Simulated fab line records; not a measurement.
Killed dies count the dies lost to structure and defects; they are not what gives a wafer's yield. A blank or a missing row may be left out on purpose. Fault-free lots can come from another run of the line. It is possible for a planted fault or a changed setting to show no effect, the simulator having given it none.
Struck lot and sound lot, side by side	flow sky130	46 out of 708 route steps
Sound: the wafers L749.1, L749.5, L749.6. Wafers L757.3, L757.4, L757.6 were the ones struck. The cause is given at the end.
Each step with rows lists, per side, the tool, then ch with its chambers, then its first start. Under that, the readings that differ: sound wafers	struck wafers	difference of the means	sigmas: that difference in standard deviations of wafers without a fault.
alike: readings whose means differ by less than 2 such deviations, and words and numbers that are the same on both sides. not compared: withheld readings, readings that some wafer has no value for, bounds like >300 that may hide the same value, and numbers for which the record gives no deviation and whose values overlap.
A row with sigmas, a row that says differs or no value, or rows on one side alone: a step with any of these is where the two part. When numbers do not overlap yet have no deviation, they are printed without sigmas and do not part them. A reading that every wafer of one side lacks parts them only if that side has two wafers or more.

first, 8 steps without rows for these wafers: SKY_LDD_N_IMPLANT_08; SKY_LDD_N_IMPLANT_09; SKY_LDD_N_IMPLANT_10; SKY_LDD_N_IMPLANT_11; SKY_LDD_N_IMPLANT_12; SKY_LDD_N_IMPLANT_13; SKY_LDD_N_IMPLANT_14; SKY_LDD_N_IMPLANT_15.
SKY_LDD_N_STRIP_16: strips in O2/N2.
  sound on plasma asher-04 ch 0,1, day 18 18:47; struck on plasma asher-02 ch 0,1, day 22 18:51
  alike: drypump motor current A, oes product au, strip time to endpoint s
  not compared: rf hours counter h
SKY_LDD_N_TW_MEAS_17:
  sound on film metro-04 at day 18 18:53; struck on film metro-01 at day 22 18:56
  alike: LDD_N_TW
then, 2 steps without rows for these wafers: SKY_LDD_P_DEHYDRATE_00 (time 60 s); SKY_LDD_P_HMDS_01 (prime time 60 s).
SKY_LDD_P_COAT_02: resist thk 1140 nm.
  sound on litho track-01 ch 0, day 19 10:17; struck on litho track-04, day 23 09:22
  no value came back on the struck wafers for chill plate temp C (C), dispense pressure kPa (kPa); on the sound wafers chill plate temp C (C) reads 23.26 23.26 23.10
then, 4 steps without rows for these wafers: SKY_LDD_P_SOFTBAKE_03 (time 60 s); SKY_LDD_P_EXPOSE_04 (exposes mask PSDM, target cd 380 nm); SKY_LDD_P_PEB_05; SKY_LDD_P_DEVELOP_06 (develop time 60 s).
SKY_LDD_P_CD_MEAS_07 targets a cd of 380 nm.
  sound on cd sem-02 at day 20 00:50; struck on cd sem-01 at day 24 00:40
reading	sound	struck	difference	sigmas
cd nm (nm)	378.7 381.0 381.9	- - -	no value on the struck wafers	
SKY_LDD_P_OVL_MEAS_08:
  sound on overlay-01 at day 20 00:57; struck on overlay-01 at day 24 00:46
reading	sound	struck	difference	sigmas
LDD_P_OVL (nm)	-0.6 -1.5 -0.7	- - -	no value on the struck wafers	
next, for these wafers, 1 step has no rows: SKY_LDD_P_IMPLANT_09.
SKY_LDD_P_STRIP_10: strips in O2/N2.
  sound on plasma asher-01 ch 0,1, day 20 01:08; struck on plasma asher-01 ch 0,1, day 24 00:58
  no value came back on the struck wafers for oes product au (a.u.), strip time to endpoint s (s); on the sound wafers oes product au (a.u.) reads 0.722 0.718 0.710
  alike: drypump motor current A
  not compared: rf hours counter h
SKY_LDD_P_TW_MEAS_11:
  sound on film metro-03 at day 20 01:14; struck on film metro-02 at day 24 01:03
  alike: LDD_P_TW
then, 7 steps without rows for these wafers: SKY_LDD_HVN_DEHYDRATE_00 (time 60 s); SKY_LDD_HVN_HMDS_01 (prime time 60 s); SKY_LDD_HVN_COAT_02 (resist thk 300 nm); SKY_LDD_HVN_SOFTBAKE_03 (time 60 s); SKY_LDD_HVN_EXPOSE_04 (exposes mask HVNTM, target cd 700 nm); SKY_LDD_HVN_PEB_05; SKY_LDD_HVN_DEVELOP_06 (develop time 60 s).
SKY_LDD_HVN_OVL_MEAS_07:
  sound on overlay-01 at day 21 08:02; struck on overlay-01 at day 25 06:50
  alike: LDD_HVN_OVL
next, for these wafers, 1 step has no rows: SKY_LDD_HVN_IMPLANT_08.
SKY_LDD_HVN_STRIP_09: strips in O2/N2.
  sound on plasma asher-02 ch 0,1, day 21 08:13; struck on plasma asher-03 ch 0,1, day 25 07:02
  alike: drypump motor current A, oes product au, strip time to endpoint s
  not compared: rf hours counter h
SKY_LDD_HVN_TW_MEAS_10:
  sound on film metro-04 at day 21 08:19; struck on film metro-02 at day 25 07:07
reading	sound	struck	difference	sigmas
LDD_HVN_TW	1432 1431 1435	1471 1474 1476	+41	+6
then, 7 steps without rows for these wafers: SKY_LDD_HVP_DEHYDRATE_00 (time 60 s); SKY_LDD_HVP_HMDS_01 (prime time 60 s); SKY_LDD_HVP_COAT_02 (resist thk 300 nm); SKY_LDD_HVP_SOFTBAKE_03 (time 60 s); SKY_LDD_HVP_EXPOSE_04 (exposes mask HVPTM, target cd 700 nm); SKY_LDD_HVP_PEB_05; SKY_LDD_HVP_DEVELOP_06 (develop time 60 s).
SKY_LDD_HVP_OVL_MEAS_07:
  sound on overlay-01 at day 22 15:07; struck on overlay-02 at day 26 12:40
  alike: LDD_HVP_OVL
next, for these wafers, 1 step has no rows: SKY_LDD_HVP_IMPLANT_08.
SKY_LDD_HVP_TW_MEAS_10:
  sound on film metro-01 at day 22 15:23; struck on film metro-04 at day 26 12:58
reading	sound	struck	difference	sigmas
LDD_HVP_TW	453.8 456.3 453.5	695.3 694.2 693.7	+239.9	+99 or more
SKY_LDD_LDN_TW_MEAS_13:
  sound on film metro-04 at day 23 21:43; struck on film metro-04 at day 27 18:11
reading	sound	struck	difference	sigmas
LDD_LDN_TW	1488 1473 1481	1511 1506 1510	+28	+4
-- the record jumps here: 4 days lie between the struck wafers' starts before and after (it left off in module LDD_LDN and takes up again in module RES_XHIGH, whose first step shown is number 341 of the route) --
SKY_RES_XHIGH_TW_MEAS_09:
  sound on film metro-02 at day 27 16:16; struck on film metro-02 at day 31 08:35
reading	sound	struck	difference	sigmas
RES_XHIGH_TW	1649 1644 1640	1671 1675 1673	+29	+3
-- the record jumps here: 18 days lie between the struck wafers' starts before and after (it left off in module RES_XHIGH and takes up again in module PAD_OPEN, whose first step shown is number 708 of the route) --
SKY_PAD_OPEN_PROBE_99:
  sound on prober-02 at day 46 10:08; struck on prober-02 at day 48 23:56
reading	sound	struck	difference	sigmas
killed at front end	9 13 17	421 423 419	+408	+91
killed dies	76 84 93	492 492 492	+408	+41
killed on rim	12 19 21	96 96 96	+79	+22
  alike: killed_at_M0_to_M3, killed_at_M4_up, killed at contacts, killed at other, killed open, killed short

== WHERE THEY PART ==
Earliest at SKY_LDD_P_COAT_02; latest, in this record, at SKY_PAD_OPEN_PROBE_99.

WHY: whatever the simulator had introduced
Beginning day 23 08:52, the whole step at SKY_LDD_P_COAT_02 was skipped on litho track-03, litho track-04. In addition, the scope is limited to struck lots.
